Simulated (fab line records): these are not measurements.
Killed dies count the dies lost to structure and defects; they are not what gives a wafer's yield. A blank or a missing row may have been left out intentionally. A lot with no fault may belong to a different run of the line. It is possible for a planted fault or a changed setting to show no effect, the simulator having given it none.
Chamber matching | flow gf180mcu | GF_CONTACT_CMP_04 on cmp-02 has 4 sister chambers
The step polishes SiO2. 8 wafers are shown with their chamber, then 7 later ones without.

WAFERS WITH THEIR CHAMBER
wafer  | chamber | motorCurrentA (A) | timeToEndpointS (s)
L075.1 | 0       | 11.1              | 95
L076.4 | 1       | 9.8               | 105
L076.6 | 0       | 11.1              | 115
L085.5 | 3       | 13.0              | 115
L088.5 | 2       | 13.5              | 110
L088.6 | 3       | 13.0              | 122
L093.3 | 1       | 9.8               | 112
L093.4 | 2       | 13.9              | 116

WAFERS WHOSE CHAMBER IS MISSING
wafer  | motorCurrentA (A) | timeToEndpointS (s)
L093.5 | 12.5              | 109
L094.1 | 13.9              | 107
L094.3 | 11.1              | 111
L094.4 | 13.5              | 113
L096.1 | 11.1              | 115
L096.2 | 12.7              | 116
L096.6 | 9.1               | 125

WHICH CHAMBER EACH WENT THROUGH
wafer  | from the rows above | in truth
L093.5 | 3                   | 3
L094.1 | 2                   | 2
L094.3 | 0                   | 0
L094.4 | 2                   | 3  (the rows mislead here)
L096.1 | 0                   | 0
L096.2 | 3                   | 3
L096.6 | 1                   | 1
Placed correctly: 6 of 7. Left unplaced by these rows: 0. Number placed wrongly: 1.
How it was worked out, from the rows above alone: a wafer's distance from a chamber is the root of the sum, over the readings, of the square of ((its reading less the chamber's mean) divided by the reading's scatter). If the next closest chamber is less than 2 further off than the closest, the wafer can't be placed; otherwise it belongs to the closest. For every chamber, the mean is computed from those of its wafers that are shown. How the scatter is found: for the shown wafers, subtract from each reading the mean of its chamber, square and add these, divide the total by (wafers less chambers), then take the root.
